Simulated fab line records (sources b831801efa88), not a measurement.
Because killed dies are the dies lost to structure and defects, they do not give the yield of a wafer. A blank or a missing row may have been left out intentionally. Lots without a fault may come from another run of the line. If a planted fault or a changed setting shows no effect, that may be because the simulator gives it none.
fab line records	flow sky130
[record] lots = 24	wafers = 72	last_day = 52
route steps=708 shown METAL1@451 VIA2@527 METAL3@567 VIA3@574 CAP2M@605 METAL4@630
lots that met no fault: taken from a fault-free run of the same line
start_h: start of the lot's first displayed wafer, in hours after the record's first day	wait_h: time in hours since the lot's previous step	" unchanged from the row above	L1.1+2: a single row standing in for several wafers	- value missing, or start not given	* or withheld: withheld	< > ~ a bound
route shown NAME@n: names a module that has steps shown in the file, with the first one's number in the route	usual: mean/standard deviation taken from wafers without a fault	same: alike in all rows	chamber/n: place in a boat	sites: each site's reading	_std_site: their standard deviation	_edge_site: outer sites' mean less inner sites'	radius_mm: how far each site lies from the wafer's centre	mask NAME#n: copy n	behind: tool/chamber where the wafer was last shaped	hold: what put the lot on hold/how long, in hours/how the hold closed	device: names the non-switching transistor (n, p or np)	end of line: at the end of the route, the tests of the same wafers	where a step has no rows: the recipe by itself	killed: not the wafer's yield, but the dies lost to structure and defects at the first sort	map: per-die view of a wafer (x killed, . not killed, _ where there is no die)
set.NAME: setting as actually run; set.NAME@STEP: the setting as run at that earlier step	model.NAME: the simulator's own value behind a step, which no gauge read
steps of the route over a sample of lots; a table a step, a row a wafer
services: when a tool's chamber went out of use (start_h, in hours from the record's first day, below 0 if earlier), for how many hours, and the reason
[[steps]]
[step SKY_METAL1_DESCUM_17]
[recipe] chemistry = O2	source_power_w = 150	bias_power_w = 0	pressure_mtorr = 10	temp_c = 40	time_s = 8
[usual] drypump_motor_current_A = 6.0/0.38	oes_product_au = 1.003/0.0094
lot.wafer	tool	chamber	start_h	wait_h	drypump_motor_current_A	oes_product_au	rf_hours_counter_h
L074.1	rie_metal-03	1	786.65	0.0	6.6	1.009	4
L074.4	"	1	"	"	6.6	1.000	-
L074.5	"	1	"	"	6.6	1.007	-
L075.2	rie_metal-01	0	791.15	0.0	5.2	1.010	3
L075.3	"	1	"	"	6.1	0.992	-
L075.4	"	0	"	"	5.2	1.009	-
L076.4	rie_metal-02	1	809.32	0.0	6.1	1.018	-
L076.5	"	1	"	"	6.1	1.018	-
L076.6	"	0	"	"	5.8	1.008	-
L077.3	rie_metal-02	1	824.17	0.0	6.1	1.015	-
L077.4	"	1	"	"	6.1	1.007	-
L077.6	"	1	"	"	6.2	1.024	-
L078.4	rie_metal-02	1	831.00	0.0	6.1	1.015	-
L078.5	"	1	"	"	6.1	1.004	-
L078.6	"	1	"	"	6.1	1.015	-
L079.1	rie_metal-02	1	836.60	0.0	6.1	1.008	6
L079.3	"	1	"	"	6.1	1.012	-
L079.4	"	1	"	"	6.1	1.007	-
L080.1	rie_metal-02	0	844.10	0.0	5.8	0.994	0
L080.2	"	1	"	"	6.1	1.011	7
L080.5	"	1	"	"	6.1	1.008	-
L081.1	rie_metal-03	0	851.25	0.0	5.9	1.003	13
L081.2	"	1	"	"	6.6	1.014	7
L081.6	"	1	"	"	6.6	1.013	-
L082.1	rie_metal-01	1	856.75	0.0	6.1	1.000	10
L082.2	"	0	"	"	5.2	0.996	7
L082.5	"	1	"	"	6.1	0.991	-
L083.1	rie_metal-03	0	870.06	0.0	5.9	0.996	14
L083.5	"	0	"	"	5.9	0.993	-
L083.6	"	1	"	"	6.6	1.016	-
L084.1	rie_metal-02	1	875.91	0.0	6.1	1.011	8
L084.3	"	0	"	"	5.8	1.000	-
L084.5	"	1	"	"	6.1	1.015	-
L085.1	rie_metal-03	1	889.80	0.0	6.6	1.008	9
L085.3	"	0	"	"	5.9	1.005	-
L085.4	"	1	"	"	6.6	1.013	-
L086.2	rie_metal-02	0	891.46	0.0	5.8	1.000	-
L086.3	"	0	"	"	5.8	1.000	-
L086.4	"	0	"	"	5.8	0.994	-
L087.4	rie_metal-02	0	903.53	0.0	5.8	1.007	-
L087.5	"	0	"	"	5.8	0.997	-
L087.6	"	0	"	"	5.8	0.996	-
L088.1	rie_metal-01	0	908.95	0.0	5.2	1.003	9
L088.2	"	1	"	"	6.1	0.999	13
L088.5	"	1	"	"	6.1	0.995	-
L089.1	rie_metal-01	0	913.66	0.0	5.2	1.001	9
L089.4	"	1	"	"	6.1	0.997	-
L089.6	"	1	"	"	6.1	0.982	-
L090.1	rie_metal-03	0	927.60	0.0	5.9	0.990	17
L090.2	"	1	"	"	6.6	0.999	11
L090.6	"	1	"	"	6.6	1.010	-
L091.1	rie_metal-03	1	941.06	0.0	6.6	1.008	12
L091.2	"	0	"	"	5.9	0.990	18
L091.5	"	1	"	"	6.6	1.013	-
L093.1	rie_metal-02	0	950.15	0.0	5.8	1.004	7
L093.2	"	1	"	"	6.1	1.013	10
L093.5	"	0	"	"	5.8	1.009	-
L092.2	rie_metal-02	1	951.80	0.0	6.1	1.004	10
L092.4	"	1	"	"	6.1	1.008	-
L092.5	"	0	"	"	5.8	0.995	-
L094.1	rie_metal-01	1	957.10	0.0	6.1	0.998	15
L094.4	"	1	"	"	6.1	0.988	-
L094.5	"	1	"	"	6.1	0.991	-
L095.2	rie_metal-01	0	966.16	0.0	5.2	0.994	11
L095.3	"	1	"	"	6.0	0.986	-
L095.6	"	1	"	"	6.0	0.999	-
L096.2	rie_metal-02	0	971.45	0.0	5.8	0.993	8
L096.3	"	1	"	"	6.1	1.009	-
L096.6	"	1	"	"	6.1	1.006	-
L097.1	rie_metal-01	0	977.25	0.0	5.2	1.003	12
L097.3	"	0	"	"	5.2	0.992	-
L097.6	"	0	"	"	5.2	0.986	-
[step SKY_VIA2_SPUTTER_20]
[recipe] material = TiN	target_thk_nm = 20	chamber_pressure_pa = 5	power_w = 4000	time_s = 80
[usual] cathode_dc_power_W = 4000.0/0.8	throttle_valve_pct = 30.4/0.83
lot.wafer	tool	chamber	start_h	wait_h	cathode_dc_power_W	throttle_valve_pct
L074.1	pvd_sputter-01	-	877.55	0.0	4000.6	29.5
L074.4	"	-	"	"	4001.2	29.7
L074.5	"	-	"	"	3999.5	30.6
L075.2	pvd_sputter-01	-	882.06	0.0	3999.8	29.6
L075.3	"	-	"	"	3999.8	30.4
L075.4	"	-	"	"	4000.7	30.0
L076.4	pvd_sputter-04	-	901.80	0.0	3999.0	30.5
L076.5	"	-	"	"	3999.5	29.5
L076.6	"	-	"	"	3999.6	30.6
L077.3	pvd_sputter-01	-	917.50	0.0	3999.3	30.5
L077.4	"	-	"	"	4000.0	29.6
L077.6	"	-	"	"	3999.8	30.1
L078.4	pvd_sputter-01	-	924.44	0.0	3998.4	29.8
L078.5	"	-	"	"	3999.2	30.0
L078.6	"	-	"	"	4000.7	29.3
L079.1	pvd_sputter-02	-	930.58	0.0	3999.8	31.0
L079.3	"	-	"	"	3999.6	30.7
L079.4	"	-	"	"	3999.8	32.2
L080.1	pvd_sputter-02	-	936.89	0.0	3999.2	32.2
L080.2	"	-	"	"	4000.7	30.8
L080.5	"	-	"	"	3999.3	32.2
L081.1	pvd_sputter-04	-	944.70	0.0	4000.3	30.5
L081.2	"	-	"	"	4000.4	29.3
L081.6	"	-	"	"	4000.6	30.7
L082.1	pvd_sputter-01	-	949.90	0.0	3999.6	30.2
L082.2	"	-	"	"	4000.1	30.8
L082.5	"	-	"	"	3999.4	29.8
L083.1	pvd_sputter-01	-	962.30	0.0	4001.3	29.5
L083.5	"	-	"	"	4000.2	30.1
L083.6	"	-	"	"	4001.0	29.9
L084.1	pvd_sputter-04	-	965.60	0.0	4000.1	31.0
L084.3	"	-	"	"	4000.0	29.5
L084.5	"	-	"	"	3999.6	30.8
L085.1	pvd_sputter-02	-	979.50	0.0	4000.7	30.9
L085.3	"	-	"	"	4000.1	32.3
L085.4	"	-	"	"	4001.3	30.8
L086.2	pvd_sputter-04	-	980.80	0.0	4000.4	31.3
L086.3	"	-	"	"	4000.7	29.4
L086.4	"	-	"	"	4001.2	30.6
L087.4	pvd_sputter-01	-	991.29	0.0	3999.4	30.2
L087.5	"	-	"	"	3998.0	29.5
L087.6	"	-	"	"	3999.5	30.6
L088.1	pvd_sputter-04	-	996.23	0.0	4001.1	29.8
L088.2	"	-	"	"	4000.2	29.6
L088.5	"	-	"	"	4000.8	31.4
L089.1	pvd_sputter-02	-	1000.10	0.0	4000.9	30.9
L089.4	"	-	"	"	4000.3	29.7
L089.6	"	-	"	"	4000.3	29.2
L090.1	pvd_sputter-04	-	1011.30	0.0	4000.1	31.2
L090.2	"	-	"	"	3999.4	30.3
L090.6	"	-	"	"	3999.9	29.3
L091.1	pvd_sputter-02	-	1023.34	0.0	3999.1	31.0
L091.2	"	-	"	"	4000.3	32.4
L091.5	"	-	"	"	4001.2	31.2
L093.1	pvd_sputter-04	-	1030.45	0.0	4000.3	29.8
L093.2	"	-	"	"	3999.8	29.3
L093.5	"	-	"	"	3999.1	31.3
L092.2	pvd_sputter-02	-	1032.30	0.0	4000.0	30.7
L092.4	"	-	"	"	3999.1	32.3
L092.5	"	-	"	"	4000.8	31.2
L094.1	pvd_sputter-02	-	1036.14	0.0	3999.9	30.8
L094.4	"	-	"	"	4002.1	29.4
L094.5	"	-	"	"	3999.6	30.8
L095.2	pvd_sputter-02	-	1044.69	0.0	3999.9	32.3
L095.3	"	-	"	"	3999.1	29.1
L095.6	"	-	"	"	3999.4	29.6
L096.2	pvd_sputter-02	-	1048.75	0.0	4000.7	32.3
L096.3	"	-	"	"	4000.0	29.5
L096.6	"	-	"	"	4001.0	30.6
L097.1	pvd_sputter-01	-	1053.30	0.0	4000.5	30.1
L097.3	"	-	"	"	4000.7	30.6
L097.6	"	-	"	"	4000.6	29.9
[step SKY_METAL3_ETCH_17]
[recipe] target = SiO2	stop_on = TiN	chemistry = C4F8/O2/Ar	source_w = 1500	bias_w = 1200	pressure_mtorr = 40	c4f8_flow_sccm = withheld	O2_flow_sccm = 6	Ar_flow_sccm = 300	time_s = 3.9	target_depth_a = 150
[usual] oes_product_au = 0.754/0.0072
lot.wafer	tool	chamber	start_h	wait_h	oes_product_au	rf_hours_counter_h
L074.1	rie_diel-04	2	936.83	0.1	0.744	18
L074.4	"	1	"	"	0.746	16
L074.5	"	3	"	"	0.764	-
L075.2	rie_diel-02	3	941.13	0.1	0.760	20
L075.3	"	1	"	"	0.758	20
L075.4	"	2	"	"	0.758	8
L076.4	rie_diel-04	2	962.03	0.0	0.769	19
L076.5	"	0	"	"	0.766	-
L076.6	"	3	"	"	0.757	-
L077.3	rie_diel-04	2	974.74	0.0	0.753	19
L077.4	"	1	"	"	0.763	17
L077.6	"	0	"	"	0.764	-
L078.4	rie_diel-04	2	981.28	0.0	0.749	20
L078.5	"	3	"	"	0.758	-
L078.6	"	2	"	"	0.757	-
L079.1	rie_diel-01	3	986.84	0.1	0.763	2
L079.3	"	2	"	"	0.742	15
L079.4	"	1	"	"	0.760	14
L080.1	rie_diel-02	1	991.54	0.1	0.750	22
L080.2	"	3	"	"	0.753	21
L080.5	"	3	"	"	0.756	-
L081.1	rie_diel-04	0	999.38	0.1	0.753	18
L081.2	"	1	"	"	0.750	18
L081.6	"	1	"	"	0.756	-
L082.1	rie_diel-01	1	1002.34	0.1	0.758	15
L082.2	"	2	"	"	0.763	16
L082.5	"	0	"	"	0.769	-
L083.1	rie_diel-02	3	1014.18	0.1	0.753	22
L083.5	"	1	"	"	0.759	-
L083.6	"	2	"	"	0.747	-
L084.1	rie_diel-04	1	1017.28	0.1	0.752	18
L084.3	"	2	"	"	0.751	21
L084.5	"	0	"	"	0.760	-
L085.1	rie_diel-04	1	1029.58	0.1	0.755	18
L085.3	"	2	"	"	0.769	21
L085.4	"	3	"	"	0.757	15
L086.2	rie_diel-01	1	1030.23	0.1	0.735	16
L086.3	"	2	"	"	0.746	17
L086.4	"	3	"	"	0.747	-
L087.4	rie_diel-01	0	1040.58	0.0	0.758	20
L087.5	"	2	"	"	0.758	-
L087.6	"	1	"	"	0.760	-
L088.1	rie_diel-02	1	1044.54	0.1	0.748	24
L088.2	"	2	"	"	0.755	11
L088.5	"	3	"	"	0.743	-
L089.1	rie_diel-02	3	1049.98	0.1	0.757	23
L089.4	"	3	"	"	0.757	-
L089.6	"	0	"	"	0.757	-
L090.1	rie_diel-02	2	1059.98	0.1	0.757	11
L090.2	"	1	"	"	0.742	24
L090.6	"	1	"	"	0.751	-
L091.1	rie_diel-01	1	1071.12	0.2	0.747	17
L091.2	"	3	"	"	0.754	4
L091.5	"	1	"	"	0.749	-
L093.1	rie_diel-01	2	1077.44	0.1	0.749	18
L093.2	"	3	"	"	0.747	5
L093.5	"	0	"	"	0.745	-
L092.2	rie_diel-04	0	1080.68	0.1	0.746	21
L092.4	"	1	"	"	0.754	21
L092.5	"	1	"	"	0.757	-
L094.1	rie_diel-04	0	1084.24	0.1	0.748	21
L094.4	"	1	"	"	0.756	21
L094.5	"	3	"	"	0.757	-
L095.2	rie_diel-01	1	1092.34	0.1	0.748	17
L095.3	"	3	"	"	0.755	5
L095.6	"	3	"	"	0.748	-
L096.2	rie_diel-02	3	1095.49	0.1	0.752	25
L096.3	"	0	"	"	0.737	8
L096.6	"	0	"	"	0.742	-
L097.1	rie_diel-04	1	1099.28	0.1	0.740	21
L097.3	"	3	"	"	0.761	18
L097.6	"	2	"	"	0.759	-
[step SKY_VIA3_THK_MEAS_01]
[recipe] reads = SiO2_of_VIA3_HDPCVD_00
[usual] VIA3_HDPCVD_THK = 1715/17
lot.wafer	tool	chamber	start_h	wait_h	VIA3_HDPCVD_THK[nm]
L074.1	film_metro-02	-	937.85	0.1	1713
L074.4	"	-	"	"	1711
L074.5	"	-	"	"	1725
L075.2	film_metro-04	-	942.11	0.1	1711
L075.3	"	-	"	"	1730
L075.4	"	-	"	"	1689
L076.4	film_metro-04	-	963.04	0.0	1745
L076.5	"	-	"	"	1722
L076.6	"	-	"	"	1697
L077.3	film_metro-04	-	975.71	0.1	1707
L077.4	"	-	"	"	1709
L077.6	"	-	"	"	1731
L078.4	film_metro-01	-	982.27	0.0	1709
L078.5	"	-	"	"	1686
L078.6	"	-	"	"	1708
L079.1	film_metro-04	-	987.84	0.1	1702
L079.3	"	-	"	"	1663
L079.4	"	-	"	"	1716
L080.1	film_metro-01	-	992.50	0.1	1700
L080.2	"	-	"	"	1718
L080.5	"	-	"	"	1717
L081.1	film_metro-04	-	1000.34	0.1	1680
L081.2	"	-	"	"	1702
L081.6	"	-	"	"	1682
L082.1	film_metro-01	-	1003.29	0.1	1723
L082.2	"	-	"	"	1715
L082.5	"	-	"	"	1737
L083.1	film_metro-02	-	1015.14	0.1	1703
L083.5	"	-	"	"	1705
L083.6	"	-	"	"	1691
L084.1	film_metro-01	-	1018.31	0.1	1735
L084.3	"	-	"	"	1702
L084.5	"	-	"	"	1729
L085.1	film_metro-04	-	1030.61	0.1	1717
L085.3	"	-	"	"	1716
L085.4	"	-	"	"	1725
L086.2	film_metro-04	-	1031.20	0.1	1722
L086.3	"	-	"	"	1735
L086.4	"	-	"	"	1705
L087.4	film_metro-02	-	1041.60	0.0	1727
L087.5	"	-	"	"	1737
L087.6	"	-	"	"	1717
L088.1	film_metro-04	-	1045.52	0.1	1726
L088.2	"	-	"	"	1720
L088.5	"	-	"	"	1718
L089.1	film_metro-02	-	1051.02	0.2	1723
L089.4	"	-	"	"	1732
L089.6	"	-	"	"	1730
L090.1	film_metro-01	-	1060.94	0.1	1719
L090.2	"	-	"	"	1718
L090.6	"	-	"	"	1729
L091.1	film_metro-04	-	1072.13	0.1	1718
L091.2	"	-	"	"	1692
L091.5	"	-	"	"	1722
L093.1	film_metro-02	-	1078.44	0.1	1744
L093.2	"	-	"	"	1728
L093.5	"	-	"	"	1722
L092.2	film_metro-04	-	1081.69	0.1	1727
L092.4	"	-	"	"	1707
L092.5	"	-	"	"	1745
L094.1	film_metro-01	-	1085.19	0.1	1723
L094.4	"	-	"	"	1725
L094.5	"	-	"	"	1696
L095.2	film_metro-04	-	1093.37	0.1	1726
L095.3	"	-	"	"	1749
L095.6	"	-	"	"	1722
L096.2	film_metro-04	-	1096.46	0.1	1691
L096.3	"	-	"	"	1737
L096.6	"	-	"	"	1732
L097.1	film_metro-04	-	1100.24	0.1	1719
L097.3	"	-	"	"	1707
L097.6	"	-	"	"	1695
[step SKY_CAP2M_SPUTTER_02]
[recipe] material = TiN	target_thk_nm = 200	temp_c = 300	power_w = 6500	time_s = 166.7	chamber_pressure_pa = 0.4
[usual] cathode_dc_power_W = 6500.1/1.3	throttle_valve_pct = 30.0/0.95
lot.wafer	tool	chamber	start_h	wait_h	cathode_dc_power_W	throttle_valve_pct
L074.1	pvd_sputter-03	-	967.91	0.1	6498.5	29.8
L074.4	"	-	"	"	6501.4	30.7
L074.5	"	-	"	"	6500.4	30.0
L075.2	pvd_sputter-03	-	972.08	0.0	6499.7	30.9
L075.3	"	-	"	"	6501.3	30.8
L075.4	"	-	"	"	6500.8	27.8
L076.4	pvd_sputter-03	-	991.55	0.0	6500.5	30.7
L076.5	"	-	"	"	6500.1	30.6
L076.6	"	-	"	"	6500.8	30.1
L077.3	pvd_sputter-04	-	1002.90	0.0	6500.7	29.9
L077.4	"	-	"	"	6500.0	31.1
L077.6	"	-	"	"	6499.3	30.7
L078.4	pvd_sputter-01	-	1008.96	0.1	6501.6	29.1
L078.5	"	-	"	"	6499.5	29.9
L078.6	"	-	"	"	6500.2	30.5
L079.1	pvd_sputter-04	-	1014.44	0.1	6499.5	30.3
L079.3	"	-	"	"	6500.9	31.1
L079.4	"	-	"	"	6500.0	29.2
L080.1	pvd_sputter-04	-	1018.45	0.1	6501.7	31.0
L080.2	"	-	"	"	6500.0	30.1
L080.5	"	-	"	"	6499.2	30.6
L081.1	pvd_sputter-01	-	1027.05	0.1	6498.5	30.1
L081.2	"	-	"	"	6502.2	29.9
L081.6	"	-	"	"	6499.0	30.3
L082.1	pvd_sputter-03	-	1029.45	0.1	6499.8	30.0
L082.2	"	-	"	"	6501.7	27.6
L082.5	"	-	"	"	6500.8	30.1
L083.1	pvd_sputter-03	-	1040.94	0.1	6500.7	29.9
L083.5	"	-	"	"	6499.9	30.0
L083.6	"	-	"	"	6499.2	30.8
L084.1	pvd_sputter-04	-	1043.75	0.1	6498.9	30.3
L084.3	"	-	"	"	6500.3	29.6
L084.5	"	-	"	"	6498.8	29.5
L085.1	pvd_sputter-01	-	1055.50	0.1	6499.1	30.0
L085.3	"	-	"	"	6498.7	29.3
L085.4	"	-	"	"	6499.9	30.4
L086.2	pvd_sputter-03	-	1056.61	0.0	6498.7	30.7
L086.3	"	-	"	"	6500.8	31.4
L086.4	"	-	"	"	6499.4	30.1
L087.4	pvd_sputter-01	-	1066.62	0.0	6499.6	30.5
L087.5	"	-	"	"	6499.6	30.0
L087.6	"	-	"	"	6503.4	30.0
L088.1	pvd_sputter-04	-	1070.79	0.1	6497.1	31.1
L088.2	"	-	"	"	6499.6	29.4
L088.5	"	-	"	"	6499.5	30.3
L089.1	pvd_sputter-03	-	1076.29	0.1	6501.1	27.9
L089.4	"	-	"	"	6500.0	30.9
L089.6	"	-	"	"	6501.7	27.8
L090.1	pvd_sputter-03	-	1086.10	0.1	6499.3	27.6
L090.2	"	-	"	"	6501.0	30.8
L090.6	"	-	"	"	6502.7	30.0
L091.1	pvd_sputter-03	-	1095.96	0.1	6501.1	31.0
L091.2	"	-	"	"	6501.8	30.6
L091.5	"	-	"	"	6500.9	31.0
L093.1	pvd_sputter-04	-	1102.24	0.1	6498.7	29.5
L093.2	"	-	"	"	6498.4	31.4
L093.5	"	-	"	"	6499.6	29.6
L092.2	pvd_sputter-01	-	1105.30	0.0	6500.5	29.4
L092.4	"	-	"	"	6499.9	29.9
L092.5	"	-	"	"	6499.1	29.5
L094.1	pvd_sputter-04	-	1109.53	0.1	6500.2	29.5
L094.4	"	-	"	"	6500.8	31.0
L094.5	"	-	"	"	6500.7	30.4
L095.2	pvd_sputter-03	-	1116.68	0.0	6499.0	31.1
L095.3	"	-	"	"	6497.9	30.6
L095.6	"	-	"	"	6498.1	31.0
L096.2	pvd_sputter-04	-	1119.91	0.0	6501.1	30.1
L096.3	"	-	"	"	6498.8	29.8
L096.6	"	-	"	"	6499.7	31.4
L097.1	pvd_sputter-03	-	1123.77	0.1	6501.0	27.8
L097.3	"	-	"	"	6501.6	29.8
L097.6	"	-	"	"	6500.4	27.7
[step SKY_METAL4_OVL_MEAS_14]
[usual] METAL4_OVL = 0/6.4
lot.wafer	tool	chamber	start_h	wait_h	METAL4_OVL[nm]
L074.1	overlay-02	-	1017.91	0.1	4
L074.4	"	-	"	"	-4
L074.5	"	-	"	"	5
L075.2	overlay-02	-	1021.63	0.1	11
L075.3	"	-	"	"	6
L075.4	"	-	"	"	16
L076.4	overlay-01	-	1040.14	0.1	4
L076.5	"	-	"	"	-4
L076.6	"	-	"	"	4
L077.3	overlay-02	-	1051.13	0.1	-6
L077.4	"	-	"	"	9
L077.6	"	-	"	"	8
L078.4	overlay-01	-	1057.19	0.1	-9
L078.5	"	-	"	"	-1
L078.6	"	-	"	"	-8
L079.1	overlay-01	-	1061.71	0.1	16
L079.3	"	-	"	"	10
L079.4	"	-	"	"	3
L080.1	overlay-01	-	1064.92	0.1	5
L080.2	"	-	"	"	8
L080.5	"	-	"	"	16
L081.1	overlay-01	-	1074.36	0.1	-5
L081.2	"	-	"	"	-9
L081.6	"	-	"	"	1
L082.1	overlay-02	-	1075.06	0.1	-1
L082.2	"	-	"	"	0
L082.5	"	-	"	"	3
L083.1	overlay-02	-	1087.67	0.1	-3
L083.5	"	-	"	"	-6
L083.6	"	-	"	"	0
L084.1	overlay-02	-	1089.12	0.1	-11
L084.3	"	-	"	"	-7
L084.5	"	-	"	"	-2
L085.1	overlay-01	-	1102.62	0.1	-6
L085.3	"	-	"	"	1
L085.4	"	-	"	"	-5
L086.2	overlay-02	-	1102.74	0.1	-5
L086.3	"	-	"	"	-1
L086.4	"	-	"	"	-12
L087.4	overlay-02	-	1112.24	0.1	10
L087.5	"	-	"	"	-6
L087.6	"	-	"	"	7
L088.1	overlay-02	-	1115.26	0.1	-4
L088.2	"	-	"	"	7
L088.5	"	-	"	"	-2
L089.1	overlay-02	-	1120.56	0.1	-1
L089.4	"	-	"	"	4
L089.6	"	-	"	"	2
L090.1	overlay-01	-	1129.96	0.1	8
L090.2	"	-	"	"	-4
L090.6	"	-	"	"	-9
L091.1	overlay-02	-	1139.21	0.1	-4
L091.2	"	-	"	"	1
L091.5	"	-	"	"	-6
L093.1	overlay-02	-	1144.92	0.1	-7
L093.2	"	-	"	"	-4
L093.5	"	-	"	"	-6
L092.2	overlay-01	-	1147.67	0.1	0
L092.4	"	-	"	"	-5
L092.5	"	-	"	"	-1
L094.1	overlay-01	-	1151.56	0.1	0
L094.4	"	-	"	"	-3
L094.5	"	-	"	"	-3
L095.2	overlay-02	-	1159.17	0.1	4
L095.3	"	-	"	"	11
L095.6	"	-	"	"	2
L096.2	overlay-01	-	1161.57	0.1	-8
L096.3	"	-	"	"	-5
L096.6	"	-	"	"	-7
L097.1	overlay-02	-	1165.17	0.1	-8
L097.3	"	-	"	"	-7
L097.6	"	-	"	"	1
[[services]]
tool	chamber	start_h	hours	kind
rie_diel-04	-	782.31	2.8	pm
rie_diel-01	3	783.16	2.7	repair
rie_diel-04	0	797.61	2.8	repair
pvd_sputter-03	-	800.62	10.2	repair
rie_diel-01	2	802.46	3.3	repair
rie_diel-02	-	832.54	14.6	pm
pvd_sputter-02	-	837.30	2.5	repair
rie_diel-01	-	849.99	2.8	repair
pvd_sputter-04	-	857.28	1.5	repair
rie_diel-02	-	859.71	0.4	repair
rie_diel-04	0	871.89	8.4	repair
rie_metal-02	1	886.15	20.4	repair
pvd_sputter-04	-	888.79	5.0	repair
rie_diel-04	2	889.66	3.1	repair
rie_diel-02	2	892.22	7.5	repair
rie_metal-01	-	903.07	1.0	repair
rie_diel-01	0	919.83	5.7	repair
pvd_sputter-04	-	951.74	1.5	repair
pvd_sputter-03	-	995.65	5.8	repair
pvd_sputter-03	-	1008.55	3.4	repair
pvd_sputter-01	-	1011.13	2.7	repair
pvd_sputter-04	-	1024.35	2.1	repair
rie_diel-04	3	1036.15	5.4	repair
pvd_sputter-03	-	1104.24	5.4	repair
[[key]]
fault none
